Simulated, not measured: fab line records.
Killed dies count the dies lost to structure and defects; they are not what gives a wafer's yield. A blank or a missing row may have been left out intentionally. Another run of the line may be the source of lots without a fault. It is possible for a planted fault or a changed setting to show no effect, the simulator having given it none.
8D (eight disciplines) problem report, filled in by code | flow sky130 | the parts of the form that need people (team, actions taken, sign-off) are left out

1. PROBLEM STATEMENT
Mean of killed-at-contacts at SKY_PAD_OPEN_PROBE_99: 51 over 3 wafers from 1 lot, against 24 (standard deviation 4.5) on wafers with no fault. That is +5.9 standard deviations from the usual mean.
First seen on wafer L655.1, day 48 11:46, on prober-01. At this step, 15 wafers from 5 lots have a number in the record. The rule behind "out" and "out of limits": a value lying over 4 standard deviations away from the usual mean. All remaining wafers that have a number are taken as sound.

2. WHAT THIS IS AND IS NOT
question                    | is                     | is not
which readings at this step | killed-at-contacts     | killed_at_M4_up, killed-at-front-end, killed-at-other, killed-short
which lots                  | L655                   | L649, L658, L664, L666
which wafers of those lots  | all that have a number | -
read on which tools         | prober-01              | prober-02
when                        | from day 48 11:46      | up to then (3 sound wafers); but 9 sound wafers of L658, L664, L666 came after

3. THE SUSPECTS, EACH WITH WHAT RULES IT OUT
Counting: any tool at a process step up to the reading is kept as a suspect provided that every lot that is out went through it and no sound lot did after the first of them.
- wet-bench-02 at SKY_LOCAL_INTERCONNECT_STRIP_16 (strips in post etch residue remover, time 1200 s): ruled out as a lasting fault. Sound lots L666 ran on it after its first lot that is out, L655 (day 34 14:41).
- prober-01 at SKY_PAD_OPEN_PROBE_99: kept. It ran the lot that is out, L655 (day 48 11:46), and no sound lot after that; its last sound lot up to then is L649 (day 46 17:23). Its own killed-at-contacts readings are out on those wafers.
The count leaves prober-01 at SKY_PAD_OPEN_PROBE_99.

4. THE CAUSE (what the simulator had put in)
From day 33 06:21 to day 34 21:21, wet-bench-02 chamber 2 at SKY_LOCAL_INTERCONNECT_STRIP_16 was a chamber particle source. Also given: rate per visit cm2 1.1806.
It was ruled out by counting, in error; the rule expects a fault to strike all lots run on its tool from its start on, and this fault did not.

5. THE CHAIN OF EFFECTS, in route order
Each row: a reading where the mean over the struck wafers with a number is more than 3 standard deviations away from the usual. Readings are gone through only where the record gives a usual standard deviation; hours: the median, over the lots, of the time from a lot's start at the first step in this table giving one to that lot's start at this step; sigmas: the change measured in usual standard deviations.
hours | step                  | reading            | usual | on struck wafers | change | sigmas
0     | SKY_PAD_OPEN_PROBE_99 | killed-at-contacts | 24    | 51               | +27    | +5.9
Here are the process steps it includes:
- SKY_PAD_OPEN_PROBE_99

6. WHAT WOULD HAVE CAUGHT IT SOONER
First out-of-limits reading in this record: day 48 11:46, which is 365 hours after fault onset at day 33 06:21.
